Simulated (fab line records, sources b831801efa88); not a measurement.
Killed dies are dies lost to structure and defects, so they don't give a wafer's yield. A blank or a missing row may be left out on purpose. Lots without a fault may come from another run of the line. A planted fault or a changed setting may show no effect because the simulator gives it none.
A struck lot beside a sound one | flow sky130 | 15 steps out of a route of 708
Sound: wafers L511.1, L511.3, L511.6. Struck: wafers L522.1, L522.2, L522.5. The cause comes at the end.
At each step with rows: each side's tool, then ch and its chambers, then its first start. Under that, the readings that differ: sound wafers | struck wafers | difference of the means | sigmas: that difference in standard deviations of wafers without a fault.
alike: readings whose means differ by less than 2 such deviations, and words and numbers that are the same on both sides. not compared: withheld readings, readings that some wafer has no value for, bounds like >300 that may hide the same value, and numbers for which the record gives no deviation and whose values overlap.
The two part at a step that has a row with sigmas, a row that says differs or no value, or rows on one side only. Numbers that don't overlap but have no deviation are shown without sigmas and don't part them. A reading that every wafer of one side lacks parts them only if that side has two wafers or more.

SKY_LI_CONTACT_CMP_02: polishes PSG.
  sound on cmp-01 ch 2,3, day 28 00:34; struck on cmp-01 ch 0,1, day 32 09:00
  alike: motor_current_A, platen_rpm, retaining_ring_pressure_frac, slurry_filter_dp_kPa, time_to_endpoint_s
SKY_LI_CONTACT_BOW_MEAS_03:
  sound on film_metro-01, day 28 00:49; struck on film_metro-02, day 32 09:18
  alike: LI_CONTACT_BOW
then, 8 steps without rows for these wafers: SKY_LI_CONTACT_DEHYDRATE_04 (time 60 s); SKY_LI_CONTACT_HMDS_05 (prime time 60 s); SKY_LI_CONTACT_COAT_06 (resist thk 60 nm); SKY_LI_CONTACT_COAT_07 (resist thk 450 nm); SKY_LI_CONTACT_SOFTBAKE_08 (time 90 s); SKY_LI_CONTACT_EXPOSE_09 (exposes mask LICM1, target cd 170 nm); SKY_LI_CONTACT_PEB_10; SKY_LI_CONTACT_DEVELOP_11 (develop time 60 s).
SKY_LI_CONTACT_CD_MEAS_12: target cd 170 nm.
  sound on cd_sem-01, day 29 04:46; struck on cd_sem-01, day 33 12:32
  alike: cd_nm
SKY_LI_CONTACT_OVL_MEAS_13:
  sound on overlay-01, day 29 04:53; struck on overlay-01, day 33 12:40
  alike: LI_CONTACT_OVL
SKY_LI_CONTACT_ETCH_14: etches BARC in N2/H2, stops on SiO2, time 45.9 s, target depth 60 nm.
  sound on rie_diel-02 ch 0,3, day 29 04:56; struck on rie_diel-02 ch 1,2, day 33 12:42
  reading    | sound            | struck         | difference | sigmas
  bias_w (W) | 100.6 100.6 99.7 | 79.9 79.3 79.5 | -20.7      | -65
  alike: drypump_motor_current_A, oes_product_au, rf_fwd_power_W, throttle_valve_pct
  not compared: rf_hours_counter_h, model.KrF-thick_of_LI_CONTACT_COAT_07.thk_nm
SKY_LI_CONTACT_ETCH_15: etches PSG in C4F8/O2/Ar, stops on Si, target depth 600 nm.
  sound on rie_diel-02 ch 0,3, day 29 04:58; struck on rie_diel-02 ch 1,2, day 33 12:44
  alike: bias_w, oes_product_au, rf_fwd_power_W
-- the record jumps here: 16 days lie between the struck wafers' starts before and after (it left off in module LI_CONTACT and takes up again in module PAD_OPEN, whose first step shown is number 708 of the route) --
SKY_PAD_OPEN_PROBE_99:
  the record has rows for the struck wafers here (prober-01, day 49 01:13) and none for the sound ones

WHERE THEY PART
First at SKY_LI_CONTACT_ETCH_14; last, within this record, at SKY_PAD_OPEN_PROBE_99.

WHY: what the simulator had put in
Process parameter drift: rie_diel-02, from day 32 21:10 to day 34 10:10, at SKY_LI_CONTACT_ETCH_14. Setting bias_w, moved by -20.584, from 100. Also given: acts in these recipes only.
